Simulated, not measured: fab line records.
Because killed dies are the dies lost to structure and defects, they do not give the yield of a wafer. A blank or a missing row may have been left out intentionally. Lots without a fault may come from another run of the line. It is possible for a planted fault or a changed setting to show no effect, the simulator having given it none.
The tool behind it: which one?    flow gf180mcu    24 wafers from 8 lots sampled at 4 of the route's 602 steps

WHAT EACH GAUGE READ, for each wafer
GF_PSD_RS_MEAS_14: uses a four-point probe to measure.
lot   measured      on             NSD_RS (ohm/sq)
L503  day 14 07:28  film_metro-01  46.05 46.18 46.22
L504  day 14 15:43  film_metro-02  46.16 46.11 45.96
L505  day 14 21:13  film_metro-01  46.05 45.98 46.02
L506  day 15 01:15  film_metro-01  46.13 46.00 46.11
L507  day 15 14:17  film_metro-03  - - -
L508  day 15 22:09  film_metro-01  - - -
L509  day 16 06:28  film_metro-01  - - -
L510  day 16 09:25  film_metro-03  - - -

TOOL THAT RAN EACH LOT (tool first, then ch and the chambers of the sampled wafers, then the start)
lot   GF_HV_LDD_ETCHBACK_58               GF_NSD_IMPLANT_09                GF_NSD_STRIP_11
L503  rie_diel-02 ch 0,2,3, day 12 13:55  implanter-01 ch 0, day 13 10:25  plasma_asher-04 ch 0,1, day 13 10:43
L504  rie_diel-04 ch 0,1,2, day 12 21:41  implanter-04 ch 0, day 13 17:50  plasma_asher-01 ch 0,1, day 13 18:08
L505  rie_diel-02 ch 0,1,3, day 13 03:27  implanter-04 ch 0, day 13 23:52  plasma_asher-02 ch 0,1, day 14 00:10
L506  rie_diel-01 ch 0,2,3, day 13 08:08  implanter-04 ch 0, day 14 04:42  plasma_asher-01 ch 0,1, day 14 05:00
L507  rie_diel-01 ch 0,1,3, day 13 19:28  implanter-02 ch 0, day 14 16:14  plasma_asher-01 ch 0,1, day 14 16:31
L508  rie_diel-04 ch 1,3, day 14 04:16    implanter-02 ch 0, day 15 00:55  plasma_asher-02 ch 0,1, day 15 01:11
L509  rie_diel-04 ch 0,1, day 14 11:43    implanter-02 ch 0, day 15 08:35  plasma_asher-01 ch 0,1, day 15 08:50
L510  rie_diel-01 ch 0,1,2, day 14 15:38  implanter-04 ch 0, day 15 11:58  plasma_asher-04 ch 0,1, day 15 12:14
- GF_HV_LDD_ETCHBACK_58: etches Si3N4 in CH3F/O2, stops on SiO2, time 100 s, target depth 90 nm.
- GF_NSD_IMPLANT_09
- GF_NSD_STRIP_11: strips in O2/N2.

THE ANSWER, worked out from the rows above alone
Rule: the lots themselves supply what counts as usual. The widest of any qualifying gaps counts: lots, ordered by their means at a reading, are off when they make up no more than a third of the lots, leave a main group of 4 or more, and stand apart from it by 3 or more times the standard deviation of that group's means. A main group whose means are all the same, to the digits that the tables above print for the reading, isn't used. Also off: a lot with no number at a reading for which 4 or more lots have one. Any other lot the step has rows for is counted as sound.
Off: L507, L508, L509, L510, at GF_PSD_RS_MEAS_14 (NSD_RS). Without a number there: L507, L508, L509, L510. The main group: mean 46.08 ohm/sq, standard deviation 0.047.
A tool fits if, at a process step before that reading, it ran every lot that is off, and no sound lot after the first of them. Those tools and the gauges at GF_PSD_RS_MEAS_14 are tried in the same way. No candidate that was tried fits.

WHAT THE SIMULATOR PUT IN
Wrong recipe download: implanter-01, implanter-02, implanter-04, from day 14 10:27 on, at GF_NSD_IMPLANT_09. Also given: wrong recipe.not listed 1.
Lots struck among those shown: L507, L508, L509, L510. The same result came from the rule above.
